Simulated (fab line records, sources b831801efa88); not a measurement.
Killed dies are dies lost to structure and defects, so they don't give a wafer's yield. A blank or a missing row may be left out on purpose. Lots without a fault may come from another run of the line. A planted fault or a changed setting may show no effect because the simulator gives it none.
fab line records | flow gf180mcu
record lots=24 wafers=72 last_day=34
route steps=602 shown V2@385 V3@445 M4@458 V4@500 V5@542
lots that met no fault: from a run of the same line without faults
start_h: hours from the record's first day to the start of the lot's first wafer shown | wait_h: hours since the lot's step before | " the same as in the row above | L1.1+2: a row that stands for several wafers | - no value, or no start given | * or withheld: withheld | < > ~ a bound
route shown NAME@n: a module of which the file shows steps, and the number in the route of the first | usual: mean/standard deviation of fault-free wafers | same: alike in all rows | chamber/n: place in a boat | sites: the reading at each site | _std_site: their standard deviation | _edge_site: outer sites' mean less inner sites' | radius_mm: how far each site lies from the wafer's centre | mask NAME#n: copy n | behind: the tool/chamber that last shaped the wafer | hold: why the lot was held/for how many hours/how that ended | device: the transistor (n, p or np) that didn't switch | end of line: the same wafers' tests at the end of the route | a step without rows: its recipe alone | killed: dies lost to structure and defects at the first sort, not the wafer's yield | map: a wafer's dies, x killed, . not, _ none there
set.NAME: the setting as run; set.NAME@STEP: as run at that earlier step | model.NAME: the simulator's own value behind a step, which no gauge read
steps of the route over a sample of lots; a table a step, a row a wafer
services: from which hour (start_h, from the record's first day; less than 0 if before it) a tool's chamber was out of use, for how many hours, and why
## steps
# step GF_V2_THK_MEAS_03
# recipe reads=SiO2_of_V2_CVD_02
# usual V2_CVD_02_THK=849/12
# columns lot.wafer tool chamber start_h wait_h V2_CVD_02_THK[nm]
L074.2 film_metro-04 - 437.84 0.1 850
L074.3 " - " " 852
L074.5 " - " " 856
L075.2 film_metro-01 - 455.01 0.1 832
L075.3 " - " " 843
L075.5 " - " " 855
L076.1 film_metro-04 - 471.38 0.1 834
L076.2 " - " " 827
L076.6 " - " " 844
L077.1 film_metro-03 - 471.99 0.0 867
L077.2 " - " " 849
L077.3 " - " " 857
L078.1 film_metro-03 - 490.64 0.0 845
L078.2 " - " " 848
L078.3 " - " " 847
L079.2 film_metro-01 - 492.59 0.0 859
L079.3 " - " " 839
L079.6 " - " " 872
L080.1 film_metro-04 - 502.20 0.0 852
L080.2 " - " " 857
L080.4 " - " " 858
L081.1 film_metro-04 - 514.90 0.0 843
L081.5 " - " " 865
L081.6 " - " " 854
L082.3 film_metro-01 - 517.22 0.1 846
L082.4 " - " " 842
L082.5 " - " " 862
L083.1 film_metro-03 - 521.24 0.0 855
L083.3 " - " " 839
L083.6 " - " " 866
L084.1 film_metro-03 - 528.67 0.0 843
L084.2 " - " " 821
L084.4 " - " " 849
L085.2 film_metro-04 - 538.69 0.1 837
L085.5 " - " " 850
L085.6 " - " " 864
L086.1 film_metro-03 - 544.98 0.0 857
L086.3 " - " " 831
L086.6 " - " " 842
L087.3 film_metro-03 - 552.15 0.1 849
L087.4 " - " " 856
L087.5 " - " " 859
L088.3 film_metro-04 - 563.54 0.1 847
L088.4 " - " " 850
L088.5 " - " " 855
L089.1 film_metro-04 - 567.55 0.0 826
L089.2 " - " " 855
L089.3 " - " " 827
L090.3 film_metro-04 - 576.67 0.1 835
L090.5 " - " " 854
L090.6 " - " " 859
L091.2 film_metro-01 - 585.40 0.0 831
L091.3 " - " " 848
L091.4 " - " " 845
L092.2 film_metro-03 - 587.33 0.0 841
L092.5 " - " " 865
L092.6 " - " " 866
L093.2 film_metro-04 - 594.38 0.0 849
L093.3 " - " " 837
L093.5 " - " " 856
L094.2 film_metro-04 - 596.98 0.0 847
L094.3 " - " " 832
L094.4 " - " " 854
L095.2 film_metro-03 - 611.45 0.0 843
L095.4 " - " " 859
L095.6 " - " " 867
L096.3 film_metro-04 - 618.15 0.1 828
L096.5 " - " " 846
L096.6 " - " " 842
L097.1 film_metro-01 - 627.99 0.0 844
L097.2 " - " " 828
L097.4 " - " " 857
# step GF_V3_ETCH_16
# recipe chemistry=N2/H2 target_depth_a=withheld overetch_a=withheld time_s=withheld target=BARC ion_energy_ev=200 source_w=500 bias_w=100 pressure_mtorr=30 n2_flow_sccm=100 h2_flow_sccm=200
# usual drypump_motor_current_A=5.7/0.51 oes_product_au=0.855/0.0044 throttle_valve_pct=13.225/0.0089
# columns lot.wafer tool chamber start_h wait_h drypump_motor_current_A oes_product_au throttle_valve_pct
L074.2 rie_diel-03 0 513.52 0.0 5.2 0.856 13.231
L074.3 " 3 " " 6.1 0.856 13.237
L074.5 " 0 " " 5.2 0.858 13.223
L075.2 rie_diel-04 3 528.32 0.0 6.3 0.853 13.232
L075.3 " 0 " " 6.2 0.853 13.223
L075.5 " 3 " " 6.3 0.851 13.232
L076.1 rie_diel-03 1 544.78 0.0 5.7 0.855 13.227
L076.2 " 0 " " 5.2 0.859 13.218
L076.6 " 2 " " 6.4 0.857 13.231
L077.1 rie_diel-03 2 545.43 0.0 6.4 0.856 13.226
L077.2 " 3 " " 6.0 0.848 13.228
L077.3 " 0 " " 5.2 0.852 13.211
L078.1 rie_diel-02 1 562.43 0.0 5.0 0.862 13.218
L078.2 " 0 " " 4.8 0.855 13.231
L078.3 " 2 " " 5.8 0.851 13.211
L079.2 rie_diel-02 1 563.84 0.0 5.0 0.855 13.217
L079.3 " 3 " " 5.2 0.859 13.235
L079.6 " 3 " " 5.2 0.854 13.232
L080.1 rie_diel-02 2 572.52 0.0 5.8 0.861 13.220
L080.2 " 1 " " 5.0 0.856 13.217
L080.4 " 0 " " 4.8 0.859 13.236
L081.1 rie_diel-03 1 585.14 0.0 5.7 0.852 13.207
L081.5 " 1 " " 5.7 0.859 13.251
L081.6 " 2 " " 6.4 0.852 13.206
L082.3 rie_diel-03 2 587.99 0.0 6.4 0.850 13.226
L082.4 " 1 " " 5.7 0.851 13.241
L082.5 " 2 " " 6.3 0.851 13.212
L083.1 rie_diel-04 0 591.17 0.0 6.1 0.855 13.228
L083.3 " 3 " " 6.4 0.864 13.219
L083.6 " 2 " " 5.6 0.854 13.232
L084.1 rie_diel-04 0 597.12 0.0 6.2 0.853 13.242
L084.2 " 1 " " 5.8 0.849 13.229
L084.4 " 2 " " 5.6 0.855 13.233
L085.2 rie_diel-02 2 607.27 0.0 5.8 0.852 13.232
L085.5 " 0 " " 4.8 0.848 13.232
L085.6 " 3 " " 5.2 0.853 13.216
L086.1 rie_diel-04 2 614.08 0.0 5.6 0.854 13.227
L086.3 " 1 " " 5.9 0.863 13.227
L086.6 " 2 " " 5.6 0.857 13.226
L087.3 rie_diel-04 0 619.99 0.0 6.1 0.855 13.231
L087.4 " 2 " " 5.6 0.852 13.211
L087.5 " 0 " " 6.1 0.854 13.221
L088.3 rie_diel-04 0 630.47 0.0 6.1 0.857 13.223
L088.4 " 3 " " 6.4 0.854 13.226
L088.5 " 0 " " 6.1 0.858 13.232
L089.1 rie_diel-04 2 634.13 0.0 5.6 0.849 13.231
L089.2 " 3 " " 6.4 0.856 13.214
L089.3 " 0 " " 6.2 0.850 13.223
L090.3 rie_diel-02 1 642.47 0.0 5.0 0.857 13.232
L090.5 " 0 " " 4.8 0.857 13.235
L090.6 " 1 " " 5.0 0.854 13.218
L091.2 rie_diel-03 3 650.39 0.0 6.0 0.858 13.236
L091.3 " 1 " " 5.7 0.857 13.217
L091.4 " 0 " " 5.2 0.853 13.230
L092.2 rie_diel-03 3 652.33 0.0 6.0 0.853 13.231
L092.5 " 2 " " 6.3 0.865 13.221
L092.6 " 3 " " 6.0 0.855 13.217
L093.2 rie_diel-03 2 658.87 0.0 6.3 0.859 13.239
L093.3 " 3 " " 6.0 0.861 13.219
L093.5 " 3 " " 6.1 0.861 13.217
L094.2 rie_diel-04 3 660.18 0.0 6.4 0.861 13.229
L094.3 " 1 " " 5.9 0.852 13.245
L094.4 " 3 " " 6.3 0.860 13.217
L095.2 rie_diel-03 0 675.53 0.0 5.3 0.859 13.227
L095.4 " 1 " " 5.7 0.867 13.222
L095.6 " 0 " " 5.2 0.851 13.219
L096.3 rie_diel-02 1 680.67 0.0 5.0 0.854 13.230
L096.5 " 3 " " 5.2 0.863 13.244
L096.6 " 0 " " 4.8 0.864 13.242
L097.1 rie_diel-02 1 689.33 0.0 5.0 0.855 13.224
L097.2 " 2 " " 5.8 0.851 13.238
L097.4 " 3 " " 5.2 0.852 13.236
# step GF_M4_SPUTTER_02
# recipe material=AlCu target_thk_nm=450 power_w=10600 time_s=23.9 chamber_pressure_pa=0.4
# usual throttle_valve_pct=30.0/1.2
# columns lot.wafer tool chamber start_h wait_h throttle_valve_pct
L074.2 pvd_sputter-03 - 515.41 0.0 30.0
L074.3 " - " " 33.0
L074.5 " - " " 30.2
L075.2 pvd_sputter-03 - 529.80 0.0 29.1
L075.3 " - " " 29.7
L075.5 " - " " 29.1
L076.1 pvd_sputter-03 - 546.36 0.0 29.8
L076.2 " - " " 29.6
L076.6 " - " " 29.3
L077.1 pvd_sputter-01 - 546.92 0.0 28.8
L077.2 " - " " 30.7
L077.3 " - " " 29.8
L078.1 pvd_sputter-02 - 563.92 0.0 29.0
L078.2 " - " " 30.8
L078.3 " - " " 30.4
L079.2 pvd_sputter-01 - 565.33 0.0 28.6
L079.3 " - " " 30.0
L079.6 " - " " 28.9
L080.1 pvd_sputter-01 - 574.00 0.0 30.5
L080.2 " - " " 28.8
L080.4 " - " " 29.7
L081.1 pvd_sputter-03 - 586.74 0.0 29.5
L081.5 " - " " 32.7
L081.6 " - " " 29.1
L082.3 pvd_sputter-03 - 589.59 0.0 29.4
L082.4 " - " " 29.2
L082.5 " - " " 29.5
L083.1 pvd_sputter-01 - 592.68 0.0 28.8
L083.3 " - " " 29.0
L083.6 " - " " 28.6
L084.1 pvd_sputter-01 - 598.63 0.0 30.6
L084.2 " - " " 30.1
L084.4 " - " " 28.8
L085.2 pvd_sputter-03 - 608.78 0.0 32.9
L085.5 " - " " 30.1
L085.6 " - " " 29.3
L086.1 pvd_sputter-01 - 615.58 0.0 30.0
L086.3 " - " " 28.8
L086.6 " - " " 30.1
L087.3 pvd_sputter-03 - 621.47 0.0 30.0
L087.4 " - " " 29.2
L087.5 " - " " 29.4
L088.3 pvd_sputter-02 - 632.08 0.0 31.5
L088.4 " - " " 29.4
L088.5 " - " " 31.9
L089.1 pvd_sputter-01 - 636.16 0.0 30.5
L089.2 " - " " 29.8
L089.3 " - " " 28.7
L090.3 pvd_sputter-01 - 644.04 0.0 29.1
L090.5 " - " " 28.9
L090.6 " - " " 30.6
L091.2 pvd_sputter-02 - 651.94 0.0 31.9
L091.3 " - " " 30.2
L091.4 " - " " 29.1
L092.2 pvd_sputter-03 - 653.82 0.0 29.7
L092.5 " - " " 29.4
L092.6 " - " " 32.7
L093.2 pvd_sputter-03 - 660.59 0.0 29.6
L093.3 " - " " 29.3
L093.5 " - " " 29.7
L094.2 pvd_sputter-01 - 661.70 0.0 30.7
L094.3 " - " " 28.7
L094.4 " - " " 30.0
L095.2 pvd_sputter-03 - 677.17 0.0 30.1
L095.4 " - " " 29.4
L095.6 " - " " 30.1
L096.3 pvd_sputter-02 - 682.18 0.0 31.8
L096.5 " - " " 30.5
L096.6 " - " " 29.0
L097.1 pvd_sputter-01 - 690.82 0.0 28.7
L097.2 " - " " 29.8
L097.4 " - " " 30.6
# step GF_V4_RS_MEAS_24
# recipe thk_meas_gauge=four-point-probe reads=W_of_V4_CVD_23+TiN_of_V4_SPUTTER_22+Ti_of_V4_SPUTTER_21
# usual V4_W_RS=0.329/0.0052
# columns lot.wafer tool chamber start_h wait_h V4_W_RS[ohm/sq]
L074.2 film_metro-03 - 562.99 0.1 0.340
L074.3 " - " " 0.331
L074.5 " - " " 0.330
L075.2 film_metro-03 - 576.59 0.1 0.330
L075.3 " - " " 0.333
L075.5 " - " " 0.336
L076.1 film_metro-01 - 592.99 0.2 0.332
L076.2 " - " " 0.331
L076.6 " - " " 0.330
L077.1 film_metro-04 - 593.47 0.1 0.326
L077.2 " - " " 0.324
L077.3 " - " " 0.334
L078.1 film_metro-04 - 609.69 0.1 0.330
L078.2 " - " " 0.333
L078.3 " - " " 0.329
L079.2 film_metro-04 - 611.11 0.1 0.330
L079.3 " - " " 0.332
L079.6 " - " " 0.330
L080.1 film_metro-01 - 618.21 0.1 0.328
L080.2 " - " " 0.324
L080.4 " - " " 0.324
L081.1 film_metro-03 - 630.74 0.1 0.326
L081.5 " - " " 0.329
L081.6 " - " " 0.325
L082.3 film_metro-03 - 634.43 0.1 0.334
L082.4 " - " " 0.334
L082.5 " - " " 0.338
L083.1 film_metro-04 - 636.29 0.1 0.334
L083.3 " - " " 0.330
L083.6 " - " " 0.328
L084.1 film_metro-04 - 641.49 0.1 0.326
L084.2 " - " " 0.324
L084.4 " - " " 0.329
L085.2 film_metro-04 - 651.69 0.1 0.333
L085.5 " - " " 0.334
L085.6 " - " " 0.333
L086.1 film_metro-04 - 657.60 0.1 0.321
L086.3 " - " " 0.321
L086.6 " - " " 0.330
L087.3 film_metro-04 - 662.87 0.1 0.334
L087.4 " - " " 0.337
L087.5 " - " " 0.332
L088.3 film_metro-01 - 674.10 0.1 0.339
L088.4 " - " " 0.333
L088.5 " - " " 0.336
L089.1 film_metro-03 - 677.50 0.1 0.329
L089.2 " - " " 0.333
L089.3 " - " " 0.331
L090.3 film_metro-01 - 685.61 0.1 0.320
L090.5 " - " " 0.321
L090.6 " - " " 0.324
L091.2 film_metro-04 - 694.47 0.1 0.327
L091.3 " - " " 0.327
L091.4 " - " " 0.322
L092.2 film_metro-01 - 695.43 0.1 0.333
L092.5 " - " " 0.331
L092.6 " - " " 0.330
L094.2 film_metro-03 - 702.43 0.1 0.325
L094.3 " - " " 0.323
L094.4 " - " " 0.323
L093.2 film_metro-03 - 703.08 0.1 0.322
L093.3 " - " " 0.323
L093.5 " - " " 0.324
L095.2 film_metro-01 - 717.08 0.1 0.332
L095.4 " - " " 0.332
L095.6 " - " " 0.329
L096.3 film_metro-01 - 722.33 0.1 0.328
L096.5 " - " " 0.330
L096.6 " - " " 0.333
L097.1 film_metro-01 - 730.57 0.1 0.323
L097.2 " - " " 0.318
L097.4 " - " " 0.320
# step GF_V5_CVD_02
# recipe material=SiO2 target_thk_nm=1450 precursor=TEOS temp_c=400 time_s=163.28 rf_w=600
# usual heater_power_w=687/140
# columns lot.wafer tool chamber start_h wait_h heater_power_w
L074.2 pecvd-04 1 607.36 0.0 716
L074.3 " 0 " " 577
L074.5 " 1 " " 608
L075.2 pecvd-02 2 621.36 0.0 563
L075.3 " 1 " " 1037
L075.5 " 0 " " 671
L076.1 pecvd-03 2 635.38 0.1 776
L076.2 " 0 " " 587
L076.6 " 0 " " 671
L077.1 pecvd-02 0 637.10 0.1 554
L077.2 " 2 " " 596
L077.3 " 1 " " 1042
L078.1 pecvd-02 1 651.99 0.1 960
L078.2 " 0 " " 581
L078.3 " 2 " " 631
L079.2 pecvd-02 1 653.82 0.0 963
L079.3 " 2 " " 655
L079.6 " 0 " " 533
L080.1 pecvd-02 0 659.69 0.1 574
L080.2 " 1 " " 975
L080.4 " 0 " " 636
L081.1 pecvd-02 1 672.37 0.1 1035
L081.5 " 1 " " 847
L081.6 " 0 " " 674
L082.3 pecvd-04 0 675.96 0.0 603
L082.4 " 2 " " 723
L082.5 " 0 " " 650
L083.1 pecvd-02 0 677.35 0.1 657
L083.3 " 1 " " 984
L083.6 " 0 " " 538
L084.1 pecvd-04 2 681.81 0.1 702
L084.2 " 0 " " 630
L084.4 " 1 " " 608
L085.2 pecvd-04 2 692.61 0.0 709
L085.5 " 1 " " 760
L085.6 " 2 " " 555
L086.1 pecvd-02 1 698.16 0.1 1003
L086.3 " 2 " " 610
L086.6 " 1 " " 857
L087.3 pecvd-02 2 703.41 0.0 674
L087.4 " 1 " " 1023
L087.5 " 0 " " 532
L088.3 pecvd-03 0 714.00 0.0 641
L088.4 " 0 " " 718
L088.5 " 1 " " 591
L089.1 pecvd-02 1 716.61 0.1 1060
L089.2 " 2 " " 694
L089.3 " 0 " " 600
L090.3 pecvd-03 2 724.87 0.0 840
L090.5 " 2 " " 684
L090.6 " 0 " " 564
L091.2 pecvd-03 0 732.65 0.0 629
L091.3 " 1 " " 574
L091.4 " 2 " " 822
L092.2 pecvd-04 2 733.86 0.0 624
L092.5 " 1 " " 760
L092.6 " 2 " " 700
L094.2 pecvd-04 1 740.48 0.0 672
L094.3 " 2 " " 711
L094.4 " 0 " " 626
L093.2 pecvd-03 0 740.81 0.0 689
L093.3 " 1 " " 557
L093.5 " 0 " " 580
L095.2 pecvd-03 1 753.64 0.0 499
L095.4 " 2 " " 707
L095.6 " 1 " " 560
L096.3 pecvd-03 0 759.00 0.0 623
L096.5 " 2 " " 680
L096.6 " 1 " " 472
L097.1 pecvd-04 2 766.53 0.1 618
L097.2 " 1 " " 645
L097.4 " 0 " " 635
# step GF_V5_OVL_MEAS_15
# usual V5_OVL=1/5.4
# columns lot.wafer tool chamber start_h wait_h V5_OVL[nm]
L074.2 overlay-01 - 628.16 0.1 -1
L074.3 " - " " -5
L074.5 " - " " -1
L075.2 overlay-02 - 642.28 0.1 -6
L075.3 " - " " 5
L075.5 " - " " -2
L076.1 overlay-02 - 655.35 0.1 -3
L076.2 " - " " -3
L076.6 " - " " -2
L077.1 overlay-02 - 657.38 0.1 -6
L077.2 " - " " 1
L077.3 " - " " -1
L078.1 overlay-01 - 672.78 0.1 4
L078.2 " - " " 0
L078.3 " - " " -3
L079.2 overlay-01 - 674.54 0.1 2
L079.3 " - " " 0
L079.6 " - " " -1
L080.1 overlay-01 - 679.93 0.1 9
L080.2 " - " " 4
L080.4 " - " " 11
L081.1 overlay-02 - 691.88 0.1 6
L081.5 " - " " -2
L081.6 " - " " -1
L082.3 overlay-02 - 695.63 0.1 -5
L082.4 " - " " -9
L082.5 " - " " -1
L083.1 overlay-01 - 696.48 0.1 4
L083.3 " - " " 4
L083.6 " - " " 8
L084.1 overlay-01 - 701.62 0.1 0
L084.2 " - " " 2
L084.4 " - " " 0
L085.2 overlay-01 - 710.94 0.1 -4
L085.5 " - " " -9
L085.6 " - " " -6
L086.1 overlay-01 - 717.20 0.1 0
L086.3 " - " " 2
L086.6 " - " " 2
L087.3 overlay-02 - 722.59 0.1 -7
L087.4 " - " " -7
L087.5 " - " " -7
L088.3 overlay-01 - 732.54 0.1 1
L088.4 " - " " -2
L088.5 " - " " 3
L089.1 overlay-01 - 734.58 0.1 15
L089.2 " - " " 12
L089.3 " - " " 11
L090.3 overlay-01 - 742.54 0.1 3
L090.5 " - " " 6
L090.6 " - " " 10
L091.2 overlay-01 - 750.59 0.1 4
L091.3 " - " " 7
L091.4 " - " " -2
L092.2 overlay-02 - 751.84 0.1 0
L092.5 " - " " 0
L092.6 " - " " 2
L094.2 overlay-02 - 758.28 0.1 -7
L094.3 " - " " -9
L094.4 " - " " -3
L093.2 overlay-01 - 758.63 0.1 -1
L093.3 " - " " -4
L093.5 " - " " -5
L095.2 overlay-02 - 769.83 0.1 2
L095.4 " - " " -1
L095.6 " - " " -1
L096.3 overlay-02 - 777.01 0.1 3
L096.5 " - " " 3
L096.6 " - " " 3
L097.1 overlay-01 - 782.23 0.1 1
L097.2 " - " " 5
L097.4 " - " " 1
## services
# columns tool chamber start_h hours kind
rie_diel-04 3 491.66 12.7 repair
rie_diel-03 2 506.69 21.9 repair
rie_diel-02 1 509.16 6.1 repair
pecvd-03 - 511.58 0.5 repair
rie_diel-02 - 526.40 0.7 repair
rie_diel-02 1 528.17 13.7 repair
rie_diel-03 - 529.11 0.2 repair
pecvd-03 0 544.05 9.5 repair
rie_diel-03 0 548.97 65.0 repair
pvd_sputter-03 - 571.32 8.4 repair
rie_diel-04 0 605.16 14.2 repair
pvd_sputter-03 - 620.23 1.0 repair
rie_diel-03 - 626.37 1.4 repair
rie_diel-04 0 650.34 5.5 repair
pvd_sputter-01 - 651.30 9.6 repair
rie_diel-04 2 653.41 7.1 repair
rie_diel-03 3 661.04 4.8 repair
pvd_sputter-03 - 678.42 2.7 repair
pecvd-02 - 690.89 6.0 repair
rie_diel-04 3 697.00 3.6 repair
pvd_sputter-03 - 723.45 1.7 repair
rie_diel-04 - 727.27 2.8 pm
pvd_sputter-03 - 759.99 0.6 repair
rie_diel-04 2 765.60 6.1 repair
## key
fault none
